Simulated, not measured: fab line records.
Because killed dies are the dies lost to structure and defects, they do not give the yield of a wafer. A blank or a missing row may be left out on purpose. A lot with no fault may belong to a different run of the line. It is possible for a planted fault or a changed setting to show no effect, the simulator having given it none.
8D (eight disciplines) problem report, filled in by code	flow gf180mcu	the parts of the form that need people (team, actions taken, sign-off) are left out

1. WHAT IS WRONG
Mean NSD_RS at GF_PSD_RS_MEAS_14: 44.41 ohm/sq over 6 wafers in 2 lots; fault-free wafers: 46.41 ohm/sq, standard deviation 0.088. Relative to the usual mean, that is a shift of -23 standard deviations.
The step: measures by four-point-probe.
First seen on wafer L381.1, day 18 16:55, on film metro-03. The record holds 36 wafers of 12 lots with a number at this step. The rule behind "out" and "out of limits": a value lying over 4 standard deviations away from the usual mean. Any other wafer with a number is counted as sound.

2. WHAT IT IS, AND WHAT IT ISN'T
question	is	is not
which readings at this step	NSD_RS	-
which lots	L381, L382	L370, L372, L373, L374, L376, L380, L384, L387, L390, L392
which wafers of those lots	all that have a number	-
read on which gauges	film metro-01, film metro-03	film metro-02
when	from day 18 16:55	up to then (18 sound wafers); but 12 sound wafers of L384, L387, L390, L392 came after

3. THE SUSPECTS, EACH WITH WHAT RULES IT OUT
Counting: a tool stays on the suspect list if, at a process step up to the reading, it processed all lots that are out and no sound lot following the first of them.
- the gauge at GF_PSD_RS_MEAS_14: ruled out. The wafers that are out were read on 2 gauges (film metro-01, film metro-03).
- rtp anneal-02 at GF_PSD_RTA_13 (time 20 s): kept. It ran every lot that is out, first L381 (day 18 16:50), and no sound lot after that; its last sound lot up to then is L380 (day 18 14:26). Its own readings are out on those wafers: run length s.
Remaining after the count: rtp anneal-02 at GF_PSD_RTA_13.

4. THE CAUSE (what the simulator had put in)
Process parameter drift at GF_PSD_RTA_13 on rtp anneal-02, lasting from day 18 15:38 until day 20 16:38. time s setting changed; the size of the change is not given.
Only this tool survived the counting.

5. THE EFFECT CHAIN, in route order
Each row: a reading where the mean over the struck wafers with a number is more than 3 standard deviations away from the usual. Only readings for which the record gives a usual standard deviation are gone through. hours: the time from each lot's start at the first step in this table that gives one to its start at this step, as a median over the lots. sigmas: the change in usual standard deviations.
hours	step	reading	usual	on struck wafers	change	sigmas
0	GF_PSD_RTA_13	run length s	48.8 s	58.3	+9.5	+16
0	GF_PSD_RS_MEAS_14	NSD_RS	46.41 ohm/sq	44.41	-1.99	-23
0	GF_PSD_RS_MEAS_15	PSD_RS	108.40 ohm/sq	104.00	-4.40	-15
The process steps in it:
- GF_PSD_RTA_13: time 20 s.
Later steps that measure or inspect, where all struck wafers having a row at the step show a number for every such reading and not one has moved that far: GF_M3_OVL_MEAS_15.

6. HOW IT WOULD HAVE BEEN CAUGHT EARLIER
In this record the first reading out of limits at a measuring or inspecting step was taken at day 18 16:55, 1 hour after the fault began at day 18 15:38.
The tool's own readings at GF_PSD_RTA_13 were out on every struck wafer that the step has a row for (run length s): an alarm limit on them would have fired on the first of those.
L382, from the lots that are out (2), started GF_PSD_RTA_13 on rtp anneal-02 later than day 18 16:55. Putting the tool on hold at that point would have spared it.
